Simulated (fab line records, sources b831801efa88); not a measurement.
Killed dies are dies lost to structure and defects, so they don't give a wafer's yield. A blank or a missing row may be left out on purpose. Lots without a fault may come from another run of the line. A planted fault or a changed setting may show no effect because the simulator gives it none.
fab line records | flow sky130
record lots=6 wafers=18 last_day=50
route steps=708 shown FIELD_ISO@6 PAD_OPEN@708
lots that met no fault: from a run of the same line without faults
start_h: hours from the record's first day to the start of the lot's first wafer shown | wait_h: hours since the lot's step before | " the same as in the row above | L1.1+2: a row that stands for several wafers | - no value, or no start given | * or withheld: withheld | < > ~ a bound
route shown NAME@n: a module of which the file shows steps, and the number in the route of the first | usual: mean/standard deviation of fault-free wafers | same: alike in all rows | chamber/n: place in a boat | sites: the reading at each site | _std_site: their standard deviation | _edge_site: outer sites' mean less inner sites' | radius_mm: how far each site lies from the wafer's centre | mask NAME#n: copy n | behind: the tool/chamber that last shaped the wafer | hold: why the lot was held/for how many hours/how that ended | device: the transistor (n, p or np) that didn't switch | end of line: the same wafers' tests at the end of the route | a step without rows: its recipe alone | killed: dies lost to structure and defects at the first sort, not the wafer's yield | map: a wafer's dies, x killed, . not, _ none there
set.NAME: the setting as run; set.NAME@STEP: as run at that earlier step | model.NAME: the simulator's own value behind a step, which no gauge read
lots at some steps of the route; a table a step, a row a wafer
services: from which hour (start_h, from the record's first day; less than 0 if before it) a tool's chamber was out of use, for how many hours, and why
## steps
# step SKY_FIELD_ISO_DEHYDRATE_05
# recipe temp_c=200 time_s=60
# step SKY_FIELD_ISO_HMDS_06
# recipe prime_time_s=60 prime_temp_c=120
# step SKY_FIELD_ISO_COAT_07
# recipe resist=BARC temp_c=withheld time_s=withheld spin_rpm=3000 resist_thk_nm=60
# step SKY_FIELD_ISO_COAT_08
# recipe resist=KrF-thick spin_rpm=3000 resist_thk_nm=450
# step SKY_FIELD_ISO_SOFTBAKE_09
# recipe temp_c=100 time_s=90 resist=KrF-thick
# step SKY_FIELD_ISO_EXPOSE_10
# recipe mask_id=FOM na=0.68 source_shape=annular sigma_inner=0.4 sigma_outer=0.8 target_cd_nm=150 dose_mj=28
# step SKY_FIELD_ISO_PEB_11
# recipe peb_temp_c=withheld peb_time_s=withheld resist=KrF-thick
# step SKY_FIELD_ISO_DEVELOP_12
# recipe develop_time_s=60 resist=KrF-thick dev_temp_c=21
# step SKY_FIELD_ISO_CD_MEAS_13
# recipe target_cd_nm=150
# usual cd_nm=149.8/1.3
# columns lot.wafer tool chamber start_h wait_h cd_nm
L314.2 cd_sem-01 - 38.34 - 151.3
L314.3 " - " " 151.9
L314.5 " - " " 151.1
L316.2 cd_sem-01 - 52.51 - 150.7
L316.4 " - " " 150.3
L316.5 " - " " 152.0
L323.4 cd_sem-02 - 85.27 - 150.7
L323.5 " - " " 149.2
L323.6 " - " " 149.4
L324.1 cd_sem-02 - 93.59 - 149.4
L324.5 " - " " 149.0
L324.6 " - " " 148.2
L325.2 cd_sem-02 - 97.98 - 148.0
L325.5 " - " " 148.3
L325.6 " - " " 149.4
L332.2 cd_sem-02 - 131.24 - 151.3
L332.3 " - " " 150.5
L332.6 " - " " 150.5
# step SKY_FIELD_ISO_ETCH_14
# recipe chemistry=N2/H2 target=BARC ion_energy_ev=200 source_w=500 bias_w=100 pressure_mtorr=30 n2_flow_sccm=100 h2_flow_sccm=200 stop_on=SiO2 time_s=45.9 target_depth_a=600
# usual drypump_motor_current_A=5.7/0.38 oes_product_au=0.855/0.0048 rf_fwd_power_W=495.6/2.2 run_length_s=74.2/0.45 throttle_valve_pct=13.225/0.0088
# columns lot.wafer tool chamber start_h wait_h drypump_motor_current_A oes_product_au rf_fwd_power_W rf_hours_counter_h run_length_s throttle_valve_pct
L314.2 rie_diel-03 0 38.44 0.1 6.0 0.842 494.2 33 74.3 13.229
L314.3 " 3 " " 6.2 0.855 497.1 14 75.0 13.224
L314.5 " 2 " " 5.3 0.852 494.3 - 74.1 13.231
L316.2 rie_diel-03 3 52.61 0.1 6.2 0.852 495.9 14 74.8 13.215
L316.4 " 0 " " 6.1 0.859 496.1 33 74.4 13.233
L316.5 " 1 " " 5.4 0.859 494.5 - 74.7 13.233
L323.4 rie_diel-04 0 85.33 0.0 6.1 0.856 498.0 7 74.9 13.229
L323.5 " 2 " " 5.1 0.854 495.2 - 74.7 13.212
L323.6 " 1 " " 5.8 0.865 492.0 - 73.5 13.237
L324.1 rie_diel-03 2 93.71 0.1 5.2 0.856 493.2 141 74.1 13.219
L324.5 " 1 " " 5.4 0.852 496.8 - 74.4 13.234
L324.6 " 2 " " 5.2 0.861 496.6 - 73.9 13.229
L325.2 rie_diel-01 0 98.08 0.1 5.4 0.854 490.5 51 73.3 13.227
L325.5 " 3 " " 6.1 0.852 497.4 - 74.0 13.223
L325.6 " 0 " " 5.4 0.850 491.2 - 73.3 13.237
L332.2 rie_diel-03 3 131.34 0.1 6.2 0.860 498.6 16 75.0 13.214
L332.3 " 2 " " 5.3 0.854 495.6 142 74.2 13.218
L332.6 " 0 " " 6.0 0.849 497.4 - 74.6 13.227
# step SKY_FIELD_ISO_ETCH_15
# recipe chemistry=CHF3/O2 target_depth_nm=180 stop_on=Si source_w=610 bias_w=200 pressure_mtorr=40 chf3_flow_sccm=50 O2_flow_sccm=5 time_s=72
# usual drypump_motor_current_A=5.7/0.38 oes_product_au=0.943/0.0068 rf_fwd_power_W=605.8/2.1 run_length_s=100.4/0.45 throttle_valve_pct=8.843/0.0089
# columns lot.wafer tool chamber start_h wait_h drypump_motor_current_A oes_product_au rf_fwd_power_W rf_hours_counter_h run_length_s throttle_valve_pct
L314.2 rie_diel-03 0 38.48 0.0 6.0 0.946 606.1 33 100.4 8.857
L314.3 " 3 " " 6.2 0.956 604.0 14 100.9 8.834
L314.5 " 2 " " 5.3 0.954 606.2 - 100.0 8.836
L316.2 rie_diel-03 3 52.65 0.0 6.2 0.944 604.8 14 100.9 8.846
L316.4 " 0 " " 6.0 0.938 605.5 33 100.3 8.840
L316.5 " 1 " " 5.4 0.949 606.8 - 100.5 8.839
L323.4 rie_diel-04 0 85.37 0.0 6.0 0.955 604.3 7 100.8 8.846
L323.5 " 2 " " 5.1 0.953 605.7 - 100.3 8.858
L323.6 " 1 " " 5.8 0.953 601.9 - 99.6 8.840
L324.1 rie_diel-03 2 93.75 0.0 5.2 0.932 608.7 141 100.3 8.845
L324.5 " 1 " " 5.4 0.935 608.0 - 100.4 8.836
L324.6 " 2 " " 5.2 0.941 606.9 - 99.9 8.867
L325.2 rie_diel-01 0 98.12 0.0 5.3 0.939 604.5 51 99.7 8.848
L325.5 " 3 " " 6.1 0.943 607.4 - 99.7 8.845
L325.6 " 0 " " 5.3 0.931 602.4 - 99.5 8.841
L332.2 rie_diel-03 3 131.38 0.0 6.2 0.941 607.7 16 100.7 8.836
L332.3 " 2 " " 5.3 0.944 608.7 142 99.9 8.847
L332.6 " 0 " " 6.0 0.938 609.0 - 100.5 8.840
# step SKY_FIELD_ISO_STRIP_16
# recipe chemistry=O2/N2 power_w=1400 pressure_mtorr=1500 platen_temp_c=withheld o2_flow_sccm=3000 n2_flow_sccm=300 overash_fraction=0.5
# usual drypump_motor_current_A=6.1/0.36 oes_product_au=0.377/0.0049 strip_time_to_endpoint_s=3.54/0.041
# columns lot.wafer tool chamber start_h wait_h drypump_motor_current_A oes_product_au rf_hours_counter_h strip_time_to_endpoint_s
L314.2 plasma_asher-01 1 38.54 0.0 6.4 0.382 35 3.49
L314.3 " 0 " " 6.7 0.386 - 3.59
L314.5 " 1 " " 6.4 0.378 - 3.57
L316.2 plasma_asher-03 0 52.71 0.0 5.7 0.377 34 3.57
L316.4 " 1 " " 6.4 0.372 - 3.50
L316.5 " 0 " " 5.6 0.373 - 3.49
L323.4 plasma_asher-01 1 85.46 0.1 6.4 0.382 - 3.60
L323.5 " 1 " " 6.4 0.377 - 3.58
L323.6 " 0 " " 6.7 0.386 - 3.56
L324.1 plasma_asher-01 0 93.81 0.0 6.7 0.388 40 3.59
L324.5 " 1 " " 6.4 0.372 - 3.51
L324.6 " 0 " " 6.7 0.386 - 3.58
L325.2 plasma_asher-04 0 98.18 0.0 6.4 0.378 28 3.49
L325.5 " 0 " " 6.4 0.379 - 3.51
L325.6 " 1 " " 5.8 0.376 - 3.49
L332.2 plasma_asher-04 1 131.44 0.0 5.8 0.380 32 3.56
L332.3 " 1 " " 5.8 0.386 - 3.58
L332.6 " 1 " " 5.8 0.378 - 3.50
# step SKY_FIELD_ISO_ETCH_17
# recipe target_depth_a=3420 mask_material=Si3N4 chemistry=HBr/Cl2/O2 target=Si taper_deg=5 icp_w=600 bias_w=150 pressure_mtorr=15 HBr_flow_sccm=150 Cl2_flow_sccm=40 O2_flow_sccm=6 time_s=97.7
# usual drypump_motor_current_A=5.8/0.41 oes_product_au=1.004/0.011 rf_fwd_power_W=596.5/2.1 run_length_s=125.4/0.31 throttle_valve_pct=25.654/0.012
# columns lot.wafer tool chamber start_h wait_h drypump_motor_current_A oes_product_au rf_fwd_power_W rf_hours_counter_h run_length_s throttle_valve_pct model.FIELD_ISO.feature_depth_nm model.etch.depth_nm
L314.2 rie_si-01 0 38.64 0.1 5.2 1.005 596.9 3 125.5 25.648 340.6 340.6
L314.3 " 3 " " 5.2 0.984 598.4 159 125.5 25.682 335.1 335.1
L314.5 " 2 " " 6.2 1.014 596.4 - 125.3 25.651 350 350
L316.2 rie_si-02 3 52.81 0.1 6.0 0.998 592.0 2 125.3 25.655 340.5 340.5
L316.4 " 0 " " 5.7 1.010 596.9 0 125.3 25.649 347.9 347.9
L316.5 " 2 " " 5.5 0.996 595.5 - 125.5 25.657 340.3 340.3
L323.4 rie_si-01 0 85.53 0.0 5.2 1.013 595.1 3 133.7 25.650 378.2 378.2
L323.5 " 2 " " 6.2 1.013 597.6 - 133.2 25.648 383 383
L323.6 " 1 " " 5.8 1.001 596.9 - 133.4 25.666 368.6 368.6
L324.1 rie_si-01 2 93.91 0.1 6.2 1.008 597.6 84 133.2 25.650 377.2 377.2
L324.5 " 1 " " 5.8 0.987 593.2 - 133.5 25.661 364.1 364.1
L324.6 " 2 " " 6.2 1.021 598.5 - 133.4 25.646 380.9 380.9
L325.2 rie_si-02 3 98.28 0.1 6.0 0.980 594.6 3 125.6 25.679 334.1 334.1
L325.5 " 0 " " 5.6 1.017 598.4 - 125.9 25.635 345.7 345.7
L325.6 " 1 " " 6.4 1.000 598.4 - 125.6 25.657 343.3 343.3
L332.2 rie_si-02 1 131.54 0.1 6.3 1.010 599.1 71 125.8 25.658 349.5 349.5
L332.3 " 2 " " 5.5 1.011 597.9 108 125.4 25.642 349.4 349.4
L332.6 " 2 " " 5.5 1.008 598.4 - 125.2 25.653 347 347
# step SKY_FIELD_ISO_WET_ETCH_18
# recipe chemistry=H3PO4 target_depth_nm=25 temp_c=160 target=Si3N4 time_s=286
# step SKY_PAD_OPEN_PROBE_99
# usual killed_at_M0_to_M3=44/6.8 killed_at_M4_up=2.9/1.7 killed_at_contacts=24/5.2 killed_at_front_end=15/4 killed_at_other=0.2/0.44 killed_dies=86/9.9 killed_open=47/7.9 killed_short=39/6.3
# same gross_dies=492 killed_at_back_side=0
# columns lot.wafer tool chamber start_h wait_h killed_at_M0_to_M3 killed_at_M4_up killed_at_contacts killed_at_front_end killed_at_other killed_dies killed_open killed_short model.etest.res_p_drift_20v.line_ohm_um model.etest.res_p_drift_20v.rs_ohm_sq model.etest.pfet_16v.r_on_ohm_um model.etest.res_iso_pwell.rs_ohm_sq model.etest.res_iso_pwell.line_ohm_um model.etest.nfet_16v.r_on_ohm_um model.etest.res_nwell.line_ohm_um model.etest.res_nwell.rs_ohm_sq
L314.2 prober-01 - 1097.60 0.1 41 4 25 13 1 84 50 34 1.063e+04 8811 1.489e+04 2841 1071 1.441e+04 1158 933.9
L314.3 prober-01 - 1097.65 0.2 36 2 15 13 0 66 30 36 1.045e+04 8618 1.482e+04 2742 1031 1.438e+04 1142 919.4
L314.5 prober-01 - 1097.75 0.2 45 4 23 21 0 93 53 40 1.098e+04 9277 1.54e+04 3048 1141 1.448e+04 1168 965
L316.2 prober-01 - 1107.07 0.1 36 4 21 14 0 75 52 23 1.134e+04 9586 1.5e+04 3179 1202 1.399e+04 1141 947.6
L316.4 prober-01 - 1107.17 0.2 44 1 31 17 0 93 59 32 1.208e+04 1.013e+04 1.533e+04 3416 1307 1.409e+04 1163 981.2
L316.5 prober-01 - 1107.22 0.2 40 2 23 15 1 81 45 36 1.136e+04 9486 1.501e+04 3180 1202 1.38e+04 1132 955.5
L323.4 prober-02 - 1143.99 0.2 55 3 33 15 0 106 58 47 1.455e+04 1.221e+04 1.847e+04 5175 1955 1.46e+04 1367 1174
L323.5 prober-02 - 1144.04 0.2 45 4 35 18 0 102 57 45 1.539e+04 1.276e+04 1.892e+04 5587 2109 1.468e+04 1407 1196
L323.6 prober-02 - 1144.09 0.2 43 4 29 11 0 87 54 32 1.323e+04 1.106e+04 1.727e+04 4482 1728 1.446e+04 1288 1104
L325.2 prober-01 - 1155.51 0.1 50 1 15 13 0 79 44 35 1.048e+04 8662 1.47e+04 2898 1092 1.403e+04 1109 909.2
L325.5 prober-01 - 1155.66 0.2 39 2 28 10 0 79 50 29 1.093e+04 9147 1.529e+04 3156 1197 1.424e+04 1138 949.1
L325.6 prober-01 - 1155.71 0.2 32 4 27 12 1 76 38 37 1.063e+04 8994 1.522e+04 3064 1156 1.407e+04 1132 935.1
L324.1 prober-02 - 1158.69 0.1 53 5 20 19 0 97 51 46 1.42e+04 1.186e+04 1.655e+04 3869 1489 1.423e+04 1223 1036
L324.5 prober-02 - 1158.89 0.2 49 1 24 5 1 80 36 44 1.283e+04 1.064e+04 1.58e+04 3384 1271 1.408e+04 1159 982.2
L324.6 prober-02 - 1158.94 0.2 44 2 17 15 1 79 42 37 1.487e+04 1.242e+04 1.701e+04 4100 1547 1.431e+04 1249 1062
L332.2 prober-01 - 1190.35 0.1 51 1 19 20 0 91 50 41 1.278e+04 1.058e+04 1.522e+04 3012 1147 1.412e+04 1223 998.8
L332.3 prober-01 - 1190.40 0.2 41 3 22 15 0 81 43 38 1.256e+04 1.047e+04 1.537e+04 2999 1122 1.402e+04 1228 992.8
L332.6 prober-01 - 1190.55 0.2 46 2 25 22 1 96 49 47 1.269e+04 1.053e+04 1.548e+04 3033 1138 1.43e+04 1239 1000
# killed by level:class
L314.2 CONTACT:geometric_particle:open=14 VIA3:geometric_particle:open=11 VIA2:geometric_particle:open=7 METAL1:geometric_particle:short=7 METAL2:geometric_particle:short=7 LOCAL_INTERCONNECT:geometric_particle:short=5 FIELD_ISO:geometric_particle:open=4 FIELD_ISO:geometric_particle:short=3
L314.3 VIA1:geometric_particle:open=6 VIA3:geometric_particle:open=6 CONTACT:geometric_particle:open=5 VIA3:geometric_particle:short=5 FIELD_ISO:geometric_particle:short=4 LI_CONTACT:geometric_particle:short=4 METAL1:geometric_particle:short=4 METAL2:geometric_particle:short=4
L314.5 CONTACT:geometric_particle:open=9 VIA3:geometric_particle:open=9 LI_CONTACT:geometric_particle:open=8 METAL2:geometric_particle:short=8 VIA1:geometric_particle:open=6 VIA2:geometric_particle:open=6 FIELD_ISO:geometric_particle:open=5 FIELD_ISO:geometric_particle:short=4
L316.2 VIA1:geometric_particle:open=10 VIA3:geometric_particle:open=10 LI_CONTACT:geometric_particle:open=7 FIELD_ISO:geometric_particle:open=6 CONTACT:geometric_particle:open=6 VIA2:geometric_particle:open=5 LI_CONTACT:geometric_particle:short=3 CONTACT:geometric_particle:short=3
L316.4 VIA1:geometric_particle:open=12 CONTACT:geometric_particle:open=10 LI_CONTACT:geometric_particle:open=9 VIA3:geometric_particle:open=8 FIELD_ISO:geometric_particle:open=7 METAL1:geometric_particle:short=7 CONTACT:geometric_particle:short=5 FIELD_ISO:geometric_particle:short=4
L316.5 CONTACT:geometric_particle:open=11 VIA1:geometric_particle:open=10 VIA1:geometric_particle:short=6 LI_CONTACT:geometric_particle:open=6 VIA2:geometric_particle:open=6 METAL1:geometric_particle:short=5 METAL2:geometric_particle:short=4 FIELD_ISO:geometric_particle:short=3
L323.4 CONTACT:geometric_particle:open=13 METAL1:geometric_particle:short=10 VIA2:geometric_particle:open=9 VIA3:geometric_particle:open=9 VIA1:geometric_particle:open=8 LI_CONTACT:geometric_particle:open=6 LOCAL_INTERCONNECT:geometric_particle:short=6 METAL2:geometric_particle:short=5
L323.5 CONTACT:geometric_particle:open=14 VIA3:geometric_particle:open=9 VIA2:geometric_particle:open=8 LOCAL_INTERCONNECT:geometric_particle:short=7 METAL2:geometric_particle:short=7 LI_CONTACT:geometric_particle:open=6 METAL1:geometric_particle:short=6 POLY_GATE:geometric_particle:short=5
L323.6 LI_CONTACT:geometric_particle:open=11 CONTACT:geometric_particle:open=9 VIA1:geometric_particle:open=9 VIA3:geometric_particle:open=8 VIA2:geometric_particle:open=7 POLY_GATE:geometric_particle:open=4 METAL1:geometric_particle:short=4 VIA1:geometric_particle:short=4
L325.2 METAL1:geometric_particle:short=12 VIA1:geometric_particle:open=11 CONTACT:geometric_particle:open=7 VIA3:geometric_particle:open=5 VIA2:geometric_particle:open=5 LI_CONTACT:geometric_particle:open=5 VIA3:geometric_particle:short=5 VIA1:geometric_particle:short=4
L325.5 CONTACT:geometric_particle:open=12 VIA1:geometric_particle:open=10 LI_CONTACT:geometric_particle:open=8 METAL1:geometric_particle:short=8 VIA2:geometric_particle:open=7 CONTACT:geometric_particle:short=6 VIA3:geometric_particle:open=4 VIA1:geometric_particle:short=3
L325.6 CONTACT:geometric_particle:open=12 CONTACT:geometric_particle:short=7 VIA1:geometric_particle:open=6 FIELD_ISO:geometric_particle:short=5 METAL1:geometric_particle:short=5 VIA3:geometric_particle:open=5 FIELD_ISO:geometric_particle:open=4 LI_CONTACT:geometric_particle:open=3
L324.1 VIA1:geometric_particle:open=14 CONTACT:geometric_particle:open=8 VIA1:geometric_particle:short=8 METAL1:geometric_particle:short=7 VIA2:geometric_particle:open=7 VIA3:geometric_particle:open=7 FIELD_ISO:geometric_particle:open=5 METAL4:geometric_particle:short=5
L324.5 VIA1:geometric_particle:open=11 CONTACT:geometric_particle:open=9 METAL1:geometric_particle:short=9 VIA1:geometric_particle:short=7 CONTACT:geometric_particle:short=5 METAL2:geometric_particle:short=5 VIA2:geometric_particle:short=4 LI_CONTACT:geometric_particle:open=4
L324.6 METAL1:geometric_particle:short=8 VIA1:geometric_particle:open=8 CONTACT:geometric_particle:open=6 VIA3:geometric_particle:open=6 VIA2:geometric_particle:open=5 METAL2:geometric_particle:short=5 LOCAL_INTERCONNECT:geometric_particle:short=4 FIELD_ISO:geometric_particle:open=3
L332.2 VIA1:geometric_particle:open=13 FIELD_ISO:geometric_particle:open=8 VIA2:geometric_particle:open=8 LI_CONTACT:geometric_particle:open=7 VIA3:geometric_particle:short=7 CONTACT:geometric_particle:open=7 POLY_GATE:geometric_particle:short=6 VIA1:geometric_particle:short=5
L332.3 VIA3:geometric_particle:open=10 LI_CONTACT:geometric_particle:open=8 VIA3:geometric_particle:short=7 VIA1:geometric_particle:open=6 POLY_GATE:geometric_particle:short=5 POLY_GATE:geometric_particle:open=5 CONTACT:geometric_particle:open=5 VIA1:geometric_particle:short=5
L332.6 CONTACT:geometric_particle:open=10 VIA3:geometric_particle:open=9 POLY_GATE:geometric_particle:open=7 VIA2:geometric_particle:short=7 FIELD_ISO:geometric_particle:short=6 METAL1:geometric_particle:short=6 VIA1:geometric_particle:open=6 VIA2:geometric_particle:open=6
## services
# columns tool chamber start_h hours kind
rie_diel-04 3 20.68 - clean
rie_diel-04 3 20.68 18.1 scheduled_down
rie_diel-04 3 20.68 18.1 vent_cycle
rie_diel-03 2 21.89 5.5 repair
rie_si-01 3 39.63 - clean
rie_si-01 3 39.63 14.0 scheduled_down
rie_si-01 3 39.63 14.0 vent_cycle
plasma_asher-01 - 47.73 11.3 repair
rie_si-01 2 57.57 6.1 repair
plasma_asher-03 - 64.17 4.1 repair
rie_diel-04 3 93.50 7.2 repair
rie_diel-01 - 104.91 1.1 repair
rie_diel-04 - 118.20 4.3 pm
rie_diel-01 - 128.56 1.0 repair
rie_diel-01 0 129.37 9.0 repair
## key
first_sign step=SKY_FIELD_ISO_ETCH_17 reading=run_length_s direction=up sigmas=26 usual=* struck=*
effect none on later readings
model_effect step=SKY_FIELD_ISO_ETCH_17 value=FIELD_ISO.feature_depth_nm without=346 struck=375.3
model_effect step=SKY_PAD_OPEN_PROBE_99 value=etest.res_p_drift_20v.line_ohm_um without=1.144e+04 struck=1.418e+04
met_at SKY_FIELD_ISO_ETCH_17
struck_wafers L323.4,L323.5,L323.6,L324.1,L324.5,L324.6
tester_left_out L323,L324
onset_between 38.64 85.53
fault kind=process_parameter_drift tool=rie_si-01 chamber=- onset_h=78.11 steps=SKY_FIELD_ISO_ETCH_17 channel=time_s offset=* shape=step end_h=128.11 acts_in=* stated=*
# tester_left_out: of these lots the tester's yield and bins aren't shown, on N5 and GAA mostly nor the transistor test; their killed dies are dies lost to structure and defects alone, not to doping, threshold or leakage, so they don't give the yield
